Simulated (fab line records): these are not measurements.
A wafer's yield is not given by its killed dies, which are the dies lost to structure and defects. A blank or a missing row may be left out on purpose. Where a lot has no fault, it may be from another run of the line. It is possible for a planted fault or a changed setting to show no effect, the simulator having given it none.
A struck lot beside a sound one    flow sky130    34 out of 708 route steps
Sound: these wafers, L327.2, L327.4, L327.5. The struck wafers were L334.1, L334.2, L334.3. Last of all comes the cause.
For every step that has rows: the tool of each side, followed by ch and its chambers, followed by its first start. Under that, the readings that differ: sound wafers    struck wafers    difference of the means    sigmas: that difference in standard deviations of wafers without a fault.
alike: a reading whose means differ by less than 2 such deviations, as well as words and numbers matching on both sides. not compared: withheld readings; readings where some wafer has no value; bounds like >300 that might hide an equal value; numbers whose values overlap and for which the record gives no deviation.
The two part at a step that has a row with sigmas, a row that says differs or no value, or rows on one side only. Numbers that don't overlap but have no deviation are shown without sigmas and don't part them. Lack of a reading on every wafer of one side parts them only where that side has two or more wafers.

first, 4 steps without rows for these wafers: SKY_PWDE_SOFTBAKE_03; SKY_PWDE_EXPOSE_04 (exposes mask PWDEM, target cd 840 nm); SKY_PWDE_PEB_05; SKY_PWDE_DEVELOP_06 (develop time 60 s).
SKY_PWDE_OVL_MEAS_07:
  sound on overlay-02, day 4 07:03; struck on overlay-01, day 6 03:23
  alike: PWDE_OVL
then, 1 step without rows for these wafers: SKY_PWDE_IMPLANT_08.
SKY_PWDE_STRIP_09: strips in O2/N2.
  sound on plasma-asher-02 ch 0,1, day 4 07:14; struck on plasma-asher-02 ch 0,1, day 6 03:35
  alike: drypump-motor-current-A, oes-product-au, strip-time-to-endpoint-s
  not compared: rf-hours-counter-h
SKY_PWDE_TW_MEAS_10:
  sound on film-metro-03, day 4 07:20; struck on film-metro-01, day 6 03:41
  alike: PWDE_TW
then, 4 steps without rows for these wafers: SKY_NWELL_DEHYDRATE_03 (time 60 s); SKY_NWELL_HMDS_04 (prime time 60 s); SKY_NWELL_COAT_05 (resist thk 3000 nm); SKY_NWELL_SOFTBAKE_06.
SKY_NWELL_EXPOSE_07: exposes mask NWM, target cd 840 nm.
  sound on iline-stepper-01 ch 0, day 4 15:49; struck on iline-stepper-01 ch 0, day 6 12:26
reading  sound              struck                                              difference  sigmas
mask     NWM#0 NWM#0 NWM#0  NWM_COMPLEMENT#0 NWM_COMPLEMENT#0 NWM_COMPLEMENT#0  differs     
then, 2 steps without rows for these wafers: SKY_NWELL_PEB_08; SKY_NWELL_DEVELOP_09 (develop time 60 s).
SKY_NWELL_OVL_MEAS_10:
  sound on overlay-02, day 4 23:54; struck on overlay-02, day 6 21:50
reading            sound         struck  difference                     sigmas
NWELL_00_OVL (nm)  -0.3 1.8 0.9  - - -   no value on the struck wafers  
then, 3 steps without rows for these wafers: SKY_NWELL_IMPLANT_11; SKY_NWELL_IMPLANT_12; SKY_NWELL_IMPLANT_13.
SKY_NWELL_STRIP_14: strips in O2/N2.
  sound on plasma-asher-02 ch 0,1, day 5 00:23; struck on plasma-asher-02 ch 0,1, day 6 22:20
  alike: drypump-motor-current-A, oes-product-au, strip-time-to-endpoint-s
  not compared: rf-hours-counter-h
SKY_NWELL_TW_MEAS_15:
  sound on film-metro-01, day 5 00:29; struck on film-metro-02, day 6 22:26
reading   sound           struck    difference  sigmas
NWELL_TW  1795 1805 1799  30 30 30  -1770       -99 or more
then, 7 steps without rows for these wafers: SKY_NWELL_DEHYDRATE_16 (time 60 s); SKY_NWELL_HMDS_17 (prime time 60 s); SKY_NWELL_COAT_18 (resist thk 3000 nm); SKY_NWELL_SOFTBAKE_19; SKY_NWELL_EXPOSE_20 (exposes mask NWM COMPLEMENT, target cd 840 nm); SKY_NWELL_PEB_21; SKY_NWELL_DEVELOP_22 (develop time 60 s).
SKY_NWELL_OVL_MEAS_23:
  sound on overlay-02, day 5 18:24; struck on overlay-01, day 7 18:05
  alike: NWELL_01_OVL
then, 1 step without rows for these wafers: SKY_NWELL_IMPLANT_24.
SKY_NWELL_STRIP_25: strips in O2/N2.
  sound on plasma-asher-03 ch 0,1, day 5 18:35; struck on plasma-asher-04 ch 0,1, day 7 18:17
reading                       sound              struck             difference  sigmas
oes-product-au (a.u.)         0.719 0.717 0.714  0.734 0.729 0.725  +0.013      +2
strip-time-to-endpoint-s (s)  37.13 37.01 36.98  36.74 36.77 36.80  -0.27       -2
  alike: drypump-motor-current-A
  not compared: rf-hours-counter-h
SKY_NWELL_TW_MEAS_26:
  sound on film-metro-02, day 5 18:41; struck on film-metro-03, day 7 18:23
reading     sound              struck                difference  sigmas
NWELL_2_TW  491.1 494.1 494.4  1815.0 1812.4 1819.2  +1322.3     +99 or more
then, 1 step without rows for these wafers: SKY_NWELL_CLEAN_27 (cleans in SC1/SC2, time 150 s).
-- the record jumps here: 40 days lie between the struck wafers' starts before and after (it left off in module NWELL and takes up again in module PAD_OPEN, whose first step shown is number 708 of the route) --
SKY_PAD_OPEN_PROBE_99:
  sound on prober-02, day 46 02:28; struck on prober-01, day 48 04:35
reading              sound     struck       difference  sigmas
killed-at-front-end  11 9 12   416 423 418  +408        +93
killed-dies          77 82 84  492 492 492  +411        +42
killed-on-rim        20 17 18  96 96 96     +78         +20
  alike: killed_at_M0_to_M3, killed_at_M4_up, killed-at-contacts, killed-at-other, killed-open, killed-short

## WHERE THEY PART
First at SKY_NWELL_EXPOSE_07; last, within this record, at SKY_PAD_OPEN_PROBE_99.

WHY: whatever the simulator had introduced
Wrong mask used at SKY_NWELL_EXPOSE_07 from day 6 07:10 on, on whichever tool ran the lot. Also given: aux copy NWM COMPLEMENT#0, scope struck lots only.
